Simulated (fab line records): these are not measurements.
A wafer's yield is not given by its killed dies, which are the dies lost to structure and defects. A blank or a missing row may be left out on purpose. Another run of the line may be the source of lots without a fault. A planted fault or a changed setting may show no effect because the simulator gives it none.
Problem report in the 8D (eight disciplines) form, filled by code / flow sky130 / the parts of the form that need people (team, actions taken, sign-off) are left out

## 1. WHAT WENT WRONG
Wafers without a fault read 120.00 C, standard deviation 0.15; prime temp c at SKY_VIA4_HMDS_05 reads a mean of 117.17 C on 6 wafers belonging to 2 lots. Relative to the usual mean, that is a shift of -19 standard deviations.
The step: prime time 60 s.
First seen on wafer L346.2, day 45 06:30, on litho track-02. The record holds 36 wafers of 12 lots with a number at this step. Rule for "out" (also "out of limits"): further than 4 standard deviations from the usual mean. Any other wafer with a number is counted as sound.

## 2. WHAT IT IS; WHAT IT IS NOT
question=which readings at this step | is=prime temp c | is not=-
question=which lots | is=L346, L348 | is not=L336, L337, L338, L345, L349, L351, L352, L353, L357, L359
question=which wafers of those lots | is=all that have a number | is not=-
question=read on which tools | is=litho track-02 | is not=litho track-01, litho track-03
question=when | is=from day 45 06:30 | is not=up to then (12 sound wafers); but 18 sound wafers of L349, L351, L352, L353, L357, L359 came after

## 3. THE SUSPECTS, EACH WITH WHAT RULES IT OUT
Counting: a tool stays on the suspect list if, at a process step up to the reading, it processed all lots that are out and no sound lot following the first of them.
- pvd sputter-04 at SKY_METAL4_SPUTTER_02 (material AlCu, target thk 735 nm, time 39.1 s): ruled out as a lasting fault. The sound lots L351, L357 went through it after L346, its earliest lot that is out (day 42 19:47).
- cmp-02 at SKY_VIA4_CMP_02 (polishes SiO2): ruled out as a lasting fault. The sound lots L349 went through it after L346, its earliest lot that is out (day 44 19:28).
- litho track-02 at SKY_VIA4_HMDS_05 (prime time 60 s): kept. It ran every lot that is out, first L346 (day 45 06:30), and no sound lot after that. Its own prime temp c readings are out on those wafers.
Left after counting: litho track-02 at SKY_VIA4_HMDS_05.

## 4. THE CAUSE (what the simulator had put in)
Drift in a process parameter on litho track-02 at SKY_VIA4_HMDS_05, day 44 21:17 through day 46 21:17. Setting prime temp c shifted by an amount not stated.
After counting, this tool was the only one left.

## 5. THE EFFECT CHAIN, in route order
Rows list readings where the struck wafers' mean (over those with a number) sits beyond 3 standard deviations from the usual. Only readings for which the record gives a usual standard deviation are gone through. hours: the time from each lot's start at the first step in this table that gives one to its start at this step, as a median over the lots. sigmas: the change in usual standard deviations.
hours=0; step=SKY_VIA4_HMDS_05; reading=prime temp c; usual=120.00 C; on struck wafers=117.17; change=-2.83; sigmas=-19
The process steps in it:
- SKY_VIA4_HMDS_05: prime time 60 s.

## 6. WHAT WOULD HAVE CAUGHT IT SOONER
In this record the first reading out of limits was taken at day 45 06:30, 9 hours after the fault began at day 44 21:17.
